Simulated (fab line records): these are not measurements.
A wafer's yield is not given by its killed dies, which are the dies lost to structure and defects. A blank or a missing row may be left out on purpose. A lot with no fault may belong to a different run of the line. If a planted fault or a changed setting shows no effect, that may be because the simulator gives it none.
Code-filled problem report in 8D (eight disciplines) form -- flow gf180mcu -- the parts of the form that need people (team, actions taken, sign-off) are left out

1. THE ISSUE
Across 6 wafers from 2 lots, NSD_RS at GF_PSD_RS_MEAS_14 averages 43.54 ohm/sq, while fault-free wafers read 46.12 ohm/sq with a standard deviation of 0.086. Relative to the usual mean, that is a shift of -30 standard deviations.
The step: measures by four-point-probe.
Earliest sighting: wafer L212.2 on filmMetro-04 at day 19 19:35. The record has a number at this step for 39 wafers belonging to 13 lots. The rule behind "out" and "out of limits": a value lying over 4 standard deviations away from the usual mean. The other wafers with a number count as sound.

2. WHAT THIS IS AND IS NOT
question,is,is not
which readings at this step,NSD_RS,-
which lots,"L212, L213","L196, L197, L198, L199, L200, L204, L205, L206, L208, L209, L215"
which wafers of those lots,all that have a number,-
read on which gauges,"filmMetro-03, filmMetro-04",filmMetro-01
when,from day 19 19:35,up to then (30 sound wafers); but 3 sound wafers of L215 came after

3. WHAT RULES OUT EACH SUSPECT
Counting: a tool at any process step up to the reading remains a suspect when it ran all the lots that are out and ran no sound lot after the first of those.
- the gauge at GF_PSD_RS_MEAS_14 is ruled out. The wafers that are out were read on 2 gauges (filmMetro-03, filmMetro-04).
- rtpAnneal-02 at GF_PSD_RTA_13 (time 20 s): kept. Every lot that is out went through it, starting with L212 (day 19 19:30), and after that it ran no sound lot; the last sound lot it ran before then is L208 (day 18 16:05).
Left after counting: rtpAnneal-02 at GF_PSD_RTA_13.

4. THE CAUSE (what the simulator had put in)
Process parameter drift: rtpAnneal-02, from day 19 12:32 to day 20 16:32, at GF_PSD_RTA_13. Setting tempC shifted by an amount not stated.
Only this tool survived the counting.

5. SEQUENCE OF EFFECTS, ordered by route
Rows list readings where the struck wafers' mean (over those with a number) sits beyond 3 standard deviations from the usual. Only readings for which the record gives a usual standard deviation are gone through. hours: the time from each lot's start at the first step in this table that gives one to its start at this step, as a median over the lots. sigmas: the change in usual standard deviations.
hours,step,reading,usual,on struck wafers,change,sigmas
0,GF_PSD_RS_MEAS_14,NSD_RS,46.12 ohm/sq,43.54,-2.58,-30
0,GF_PSD_RS_MEAS_15,PSD_RS,108.54 ohm/sq,100.55,-7.99,-27
Later steps that measure or inspect, where all struck wafers having a row at the step show a number for every such reading and not one has moved that far: GF_SAB_THK_MEAS_01, GF_SALICIDE_THK_MEAS_05.

6. HOW IT WOULD HAVE BEEN CAUGHT EARLIER
Counted from the fault's start at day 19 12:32, it took 7 hours until the first out-of-limits reading at a measuring or inspecting step in this record, taken at day 19 19:35.
No tool reading at GF_PSD_RTA_13 that has a usual standard deviation in the record was out on any struck wafer, so an alarm limit of 4 standard deviations on those readings would not have fired.
L213, from the lots that are out (2), started GF_PSD_RTA_13 on rtpAnneal-02 later than day 19 19:35. Putting the tool on hold at that point would have spared it.
